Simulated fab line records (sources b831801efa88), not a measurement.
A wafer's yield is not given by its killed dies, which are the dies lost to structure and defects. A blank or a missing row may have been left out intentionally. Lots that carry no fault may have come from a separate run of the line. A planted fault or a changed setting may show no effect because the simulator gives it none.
Which tool was responsible? | flow sky130 | 24 lots with 72 wafers sampled at 6 steps, on a route of 708 steps

## WHAT EACH GAUGE READ, for each wafer
SKY_VIA1_OVL_MEAS_13.
lot  | measured     | on         | VIA1_OVL (nm)
L074 | day 34 04:20 | overlay-01 | -3 -1 -3
L075 | day 34 10:52 | overlay-02 | 8 3 0
L076 | day 34 10:57 | overlay-01 | 2 -9 0
L077 | day 35 04:34 | overlay-01 | -8 -4 3
L078 | day 35 09:23 | overlay-01 | 4 3 4
L079 | day 35 19:45 | overlay-02 | 12 10 13
L080 | day 35 22:43 | overlay-02 | 6 -5 -5
L081 | day 36 02:43 | overlay-01 | 7 3 -2
L082 | day 36 13:55 | overlay-02 | -4 -1 3
L083 | day 36 21:06 | overlay-02 | 3 5 9
L085 | day 37 04:28 | overlay-02 | 4 -3 1
L084 | day 37 06:08 | overlay-01 | -1 7 5
L086 | day 37 13:29 | overlay-01 | 2 2 5
L087 | day 37 21:25 | overlay-02 | -4 2 6
L088 | day 38 01:39 | overlay-02 | 0 -6 1
L089 | day 38 12:22 | overlay-02 | -7 -2 1
L090 | day 38 23:33 | overlay-01 | -15 -7 -6
L091 | day 39 17:33 | overlay-01 | 12 8 1
L092 | day 39 19:49 | overlay-02 | -3 5 5
L093 | day 39 19:06 | overlay-01 | 5 5 10
L094 | day 39 22:28 | overlay-02 | 9 -2 4
L095 | day 40 09:52 | overlay-02 | 2 3 5
L096 | day 40 16:45 | overlay-01 | 2 18 13
L097 | day 40 22:38 | overlay-01 | -4 -8 -5

SKY_VIA2_THK_MEAS_01.
lot  | measured     | on            | VIA2_HDPCVD_THK (nm)
L074 | day 35 09:03 | film-metro-01 | 1172 1177 1178
L075 | day 35 13:32 | film-metro-01 | 1181 1181 1175
L076 | day 35 13:55 | film-metro-01 | 1205 1167 1183
L077 | day 36 08:23 | film-metro-04 | 1202 1189 1184
L078 | day 36 14:49 | film-metro-03 | 1162 1151 1173
L079 | day 37 01:07 | film-metro-03 | 1206 1171 1187
L080 | day 37 03:39 | film-metro-04 | 1167 1170 1179
L081 | day 37 07:17 | film-metro-04 | 1157 1171 1160
L082 | day 37 18:17 | film-metro-04 | 1157 1171 1155
L083 | day 38 00:20 | film-metro-04 | 1187 1181 1196
L085 | day 38 08:01 | film-metro-04 | 1170 1184 1178
L084 | day 38 10:49 | film-metro-04 | 1167 1163 1163
L086 | day 38 17:38 | film-metro-04 | 1174 1171 1178
L087 | day 39 00:59 | film-metro-01 | 1187 1186 1177
L088 | day 39 05:24 | film-metro-03 | 1176 1192 1169
L089 | day 39 14:59 | film-metro-04 | 1161 1167 1172
L090 | day 40 07:01 | film-metro-04 | 1150 1162 1162
L091 | day 40 20:13 | film-metro-04 | 1159 1151 1163
L092 | day 40 22:33 | film-metro-01 | 1174 1177 1171
L093 | day 40 22:08 | film-metro-01 | 1171 1164 1155
L094 | day 41 01:37 | film-metro-03 | 1170 1180 1164
L095 | day 41 12:34 | film-metro-01 | 1179 1188 1190
L096 | day 41 19:47 | film-metro-03 | 1171 1168 1158
L097 | day 42 00:50 | film-metro-01 | 1184 1181 1179

SKY_VIA3_BOW_MEAS_03.
lot  | measured     | on            | VIA3_BOW (um)
L074 | day 38 19:14 | film-metro-02 | 86 80 74
L075 | day 38 23:22 | film-metro-02 | 99 91 88
L076 | day 39 04:20 | film-metro-01 | 82 87 76
L077 | day 39 16:25 | film-metro-01 | 75 77 72
L078 | day 39 22:52 | film-metro-02 | 83 74 74
L079 | day 40 08:36 | film-metro-01 | 75 92 67
L080 | day 40 10:17 | film-metro-02 | 88 78 64
L081 | day 40 15:08 | film-metro-02 | 90 73 68
L082 | day 41 01:05 | film-metro-02 | 74 80 68
L083 | day 41 08:50 | film-metro-01 | 88 65 74
L085 | day 41 13:14 | film-metro-01 | 70 82 83
L084 | day 41 17:16 | film-metro-02 | 73 85 91
L086 | day 41 22:43 | film-metro-02 | 91 89 93
L087 | day 42 08:51 | film-metro-01 | 79 76 75
L088 | day 42 09:12 | film-metro-02 | 83 86 86
L089 | day 42 20:11 | film-metro-03 | 88 74 72
L090 | day 43 08:59 | film-metro-02 | 77 85 80
L091 | day 43 22:04 | film-metro-02 | 85 72 81
L092 | day 44 00:42 | film-metro-02 | 80 69 68
L093 | day 44 00:27 | film-metro-03 | 86 84 89
L094 | day 44 04:13 | film-metro-01 | 92 74 87
L095 | day 44 12:58 | film-metro-03 | 91 85 90
L096 | day 44 22:10 | film-metro-01 | 75 71 69
L097 | day 45 02:03 | film-metro-01 | 83 75 84

## WHAT TOOL EACH LOT RAN ON (gives the tool, then ch and the chambers of the sampled wafers, and finally the start)
lot  | SKY_POLY_GATE_ETCH_15              | SKY_VIA1_CMP_02               | SKY_METAL2_DESCUM_17
L074 | rie-diel-04 ch 0,2,3, day 16 16:49 | cmp-01 ch 1,2,3, day 33 00:38 | rie-metal-02 ch 0,1, day 35 08:09
L075 | rie-diel-04 ch 0,2, day 16 22:13   | cmp-02 ch 1,3, day 33 07:08   | rie-metal-04 ch 0,1, day 35 12:38
L076 | rie-diel-01 ch 1,2,3, day 16 22:17 | cmp-01 ch 0,1,2, day 33 07:33 | rie-metal-03 ch 0,1, day 35 13:00
L077 | rie-diel-04 ch 0,2,3, day 17 18:13 | cmp-01 ch 1,2, day 34 01:56   | rie-metal-03 ch 1, day 36 07:29
L078 | rie-diel-02 ch 1,2, day 18 02:47   | cmp-02 ch 0,2,3, day 34 07:46 | rie-metal-02 ch 0,1, day 36 13:53
L079 | rie-diel-01 ch 0,1,2, day 18 15:31 | cmp-01 ch 1,2,3, day 34 18:02 | rie-metal-03 ch 0,1, day 37 00:12
L080 | rie-diel-04 ch 0,1,3, day 18 18:47 | cmp-01 ch 0,1,3, day 34 21:43 | rie-metal-02 ch 0,1, day 37 02:44
L081 | rie-diel-04 ch 2,3, day 18 20:23   | cmp-02 ch 1,3, day 35 01:32   | rie-metal-03 ch 0,1, day 37 06:21
L082 | rie-diel-02 ch 0,3, day 19 11:23   | cmp-02 ch 1,2, day 35 10:45   | rie-metal-02 ch 0,1, day 37 17:18
L083 | rie-diel-04 ch 0,2, day 19 16:40   | cmp-02 ch 0,1, day 35 18:20   | rie-metal-02 ch 0,1, day 37 23:25
L085 | rie-diel-02 ch 1,3, day 20 01:29   | cmp-01 ch 0,1,2, day 36 02:37 | rie-metal-02 ch 0, day 38 07:06
L084 | rie-diel-04 ch 2,3, day 20 01:43   | cmp-01 ch 1,2,3, day 36 03:34 | rie-metal-02 ch 0,1, day 38 09:54
L086 | rie-diel-01 ch 0,1,3, day 20 14:38 | cmp-01 ch 0,3, day 36 10:47   | rie-metal-04 ch 1, day 38 16:33
L087 | rie-diel-01 ch 0,1,2, day 21 00:42 | cmp-02 ch 0,1,2, day 36 19:16 | rie-metal-03 ch 0,1, day 39 00:04
L088 | rie-diel-01 ch 0,1,3, day 21 05:10 | cmp-02 ch 0,1,3, day 36 23:29 | rie-metal-03 ch 0,1, day 39 04:29
L089 | rie-diel-04 ch 0,1, day 21 18:59   | cmp-01 ch 0,1,2, day 37 11:50 | rie-metal-02 ch 1, day 39 14:03
L090 | rie-diel-01 ch 1,3, day 22 09:59   | cmp-01 ch 0,1,3, day 37 22:54 | rie-metal-03 ch 0,1, day 40 06:06
L091 | rie-diel-02 ch 1,2,3, day 23 05:12 | cmp-02 ch 0,1,2, day 38 16:52 | rie-metal-03 ch 0,1, day 40 19:18
L092 | rie-diel-04 ch 0,1,2, day 23 06:09 | cmp-02 ch 0,1,3, day 38 18:38 | rie-metal-02 ch 0,1, day 40 21:35
L093 | rie-diel-02 ch 0,1, day 23 06:30   | cmp-02 ch 1,2, day 38 17:49   | rie-metal-04 ch 0,1, day 40 21:14
L094 | rie-diel-02 ch 0,2,3, day 23 13:33 | cmp-01 ch 0,3, day 38 21:49   | rie-metal-04 ch 0,1, day 41 00:41
L095 | rie-diel-01 ch 2,3, day 24 00:03   | cmp-02 ch 2,3, day 39 09:19   | rie-metal-02 ch 0,1, day 41 11:40
L096 | rie-diel-01 ch 0,1,3, day 24 10:09 | cmp-01 ch 0,2,3, day 39 15:24 | rie-metal-02 ch 0,1, day 41 18:47
L097 | rie-diel-04 ch 0,1,3, day 24 15:09 | cmp-01 ch 1,2, day 39 22:22   | rie-metal-04 ch 0,1, day 41 23:55
- SKY_POLY_GATE_ETCH_15: etches BARC in N2/H2, stops on SiO2, time 118.5 s, target depth 110 nm.
- SKY_VIA1_CMP_02: polishes SiO2.
- SKY_METAL2_DESCUM_17: chemistry O2, time 8 s.

## AS READ BY THE TOOLS THEMSELVES (means over the sampled wafers that have a number; for cases with no such wafer, the mark the record gives instead)
SKY_POLY_GATE_ETCH_15.
lot  | tool        | chamber-pressure-mTorr (mTorr) | drypump-motor-current-A (A) | oes-product-au (a.u.) | throttle-valve-pct (%)
L074 | rie-diel-04 | 30.038                         | 5.3                         | 0.712                 | 13.221
L075 | rie-diel-04 | 29.987                         | 5.3                         | 0.715                 | 13.215
L076 | rie-diel-01 | 30.002                         | 5.7                         | 0.721                 | 13.209
L077 | rie-diel-04 | 29.976                         | 5.3                         | 0.719                 | 13.216
L078 | rie-diel-02 | 30.006                         | 5.9                         | 0.716                 | 13.200
L079 | rie-diel-01 | 30.017                         | 5.6                         | 0.715                 | 13.211
L080 | rie-diel-04 | 30.026                         | 5.2                         | 0.715                 | 13.215
L081 | rie-diel-04 | 30.000                         | 5.4                         | 0.711                 | 13.212
L082 | rie-diel-02 | 30.003                         | 5.6                         | 0.719                 | 13.214
L083 | rie-diel-04 | 29.988                         | 5.3                         | 0.720                 | 13.207
L085 | rie-diel-02 | 30.000                         | 5.9                         | 0.713                 | 13.202
L084 | rie-diel-04 | 29.983                         | 5.3                         | 0.719                 | 13.217
L086 | rie-diel-01 | 30.014                         | 5.6                         | 0.717                 | 13.208
L087 | rie-diel-01 | 30.007                         | 5.7                         | 0.720                 | 13.205
L088 | rie-diel-01 | 30.014                         | 5.6                         | 0.713                 | 13.217
L089 | rie-diel-04 | 30.016                         | 5.1                         | 0.717                 | 13.213
L090 | rie-diel-01 | 29.988                         | 5.5                         | 0.716                 | 13.217
L091 | rie-diel-02 | 29.995                         | 5.7                         | 0.718                 | 13.205
L092 | rie-diel-04 | 30.013                         | 5.3                         | 0.716                 | 13.215
L093 | rie-diel-02 | 30.004                         | 5.8                         | 0.713                 | 13.209
L094 | rie-diel-02 | 29.955                         | 5.4                         | 0.724                 | 13.217
L095 | rie-diel-01 | 30.039                         | 5.9                         | 0.717                 | 13.214
L096 | rie-diel-01 | 29.987                         | 5.6                         | 0.716                 | 13.215
L097 | rie-diel-04 | 30.018                         | 5.2                         | 0.726                 | 13.211

SKY_VIA1_CMP_02.
lot  | tool   | motor-current-A (A) | slurry-flow-ml-min
L074 | cmp-01 | 12.1                | 149.8
L075 | cmp-02 | 11.7                | 150.0
L076 | cmp-01 | 11.7                | 149.8
L077 | cmp-01 | 10.7                | 150.3
L078 | cmp-02 | 12.2                | 149.8
L079 | cmp-01 | 12.3                | 150.0
L080 | cmp-01 | 12.1                | 150.7
L081 | cmp-02 | 11.8                | 149.7
L082 | cmp-02 | 12.1                | 150.4
L083 | cmp-02 | 13.4                | 150.1
L085 | cmp-01 | 11.4                | 149.9
L084 | cmp-01 | 12.1                | 150.1
L086 | cmp-01 | 13.4                | 149.3
L087 | cmp-02 | 12.6                | 150.1
L088 | cmp-02 | 13.0                | 150.0
L089 | cmp-01 | 11.8                | 149.4
L090 | cmp-01 | 11.8                | 149.8
L091 | cmp-02 | 12.7                | 150.3
L092 | cmp-02 | 13.2                | 149.9
L093 | cmp-02 | 12.1                | 149.6
L094 | cmp-01 | 12.9                | 150.2
L095 | cmp-02 | 11.7                | 149.9
L096 | cmp-01 | 12.5                | 150.2
L097 | cmp-01 | 10.9                | 149.8

SKY_METAL2_DESCUM_17.
lot  | tool         | chamber-pressure-mTorr (mTorr) | drypump-motor-current-A (A) | oes-product-au (a.u.)
L074 | rie-metal-02 | 9.993                          | 5.32                        | 1.002
L075 | rie-metal-04 | 10.002                         | 5.12                        | 0.987
L076 | rie-metal-03 | 9.998                          | 5.72                        | 0.995
L077 | rie-metal-03 | 10.000                         | 5.74                        | 0.997
L078 | rie-metal-02 | 9.996                          | 5.34                        | 0.996
L079 | rie-metal-03 | 9.992                          | 5.72                        | 0.997
L080 | rie-metal-02 | 9.997                          | 5.22                        | 1.003
L081 | rie-metal-03 | 9.998                          | 5.73                        | 0.984
L082 | rie-metal-02 | 10.007                         | 5.31                        | 0.998
L083 | rie-metal-02 | 10.001                         | 5.23                        | 0.997
L085 | rie-metal-02 | 9.996                          | 5.13                        | 0.998
L084 | rie-metal-02 | 10.000                         | 5.23                        | 0.996
L086 | rie-metal-04 | 10.013                         | 5.71                        | 1.002
L087 | rie-metal-03 | 10.008                         | 5.71                        | 0.993
L088 | rie-metal-03 | 9.997                          | 5.65                        | 0.990
L089 | rie-metal-02 | 10.003                         | 5.47                        | 1.003
L090 | rie-metal-03 | 10.002                         | 5.66                        | 0.988
L091 | rie-metal-03 | 9.994                          | 5.69                        | 0.993
L092 | rie-metal-02 | 10.000                         | 5.35                        | 0.998
L093 | rie-metal-04 | 9.996                          | 5.41                        | 1.000
L094 | rie-metal-04 | 10.004                         | 5.43                        | 0.997
L095 | rie-metal-02 | 10.001                         | 5.34                        | 1.001
L096 | rie-metal-02 | 9.999                          | 5.24                        | 1.004
L097 | rie-metal-04 | 9.999                          | 5.42                        | 1.002

## THE ANSWER, worked out from the rows above alone
Rule: usual is defined by the lots themselves. Put in order of their means at a reading, lots are off if they are a third of the lots or fewer, leave a main group of 4 or more, and stand apart from it by a gap of 3 or more times the standard deviation of the main group's means; of several such gaps the widest counts. Not used: any main group whose means are identical at the precision the tables above print for the reading. A lot without any number at a reading at which 4 lots or more have one is off too. Any other lot the step has rows for is counted as sound. The gauges are gone through in route order, then the tools' own readings, and for those a lot's mean is taken as printed above. The first step at which some lot is off is used, and at that step the reading that is off furthest; a lot without a number counts as furthest.
None of the lots is off at any reading shown; this tells nothing.

## WHAT HAD BEEN PUT IN BY THE SIMULATOR
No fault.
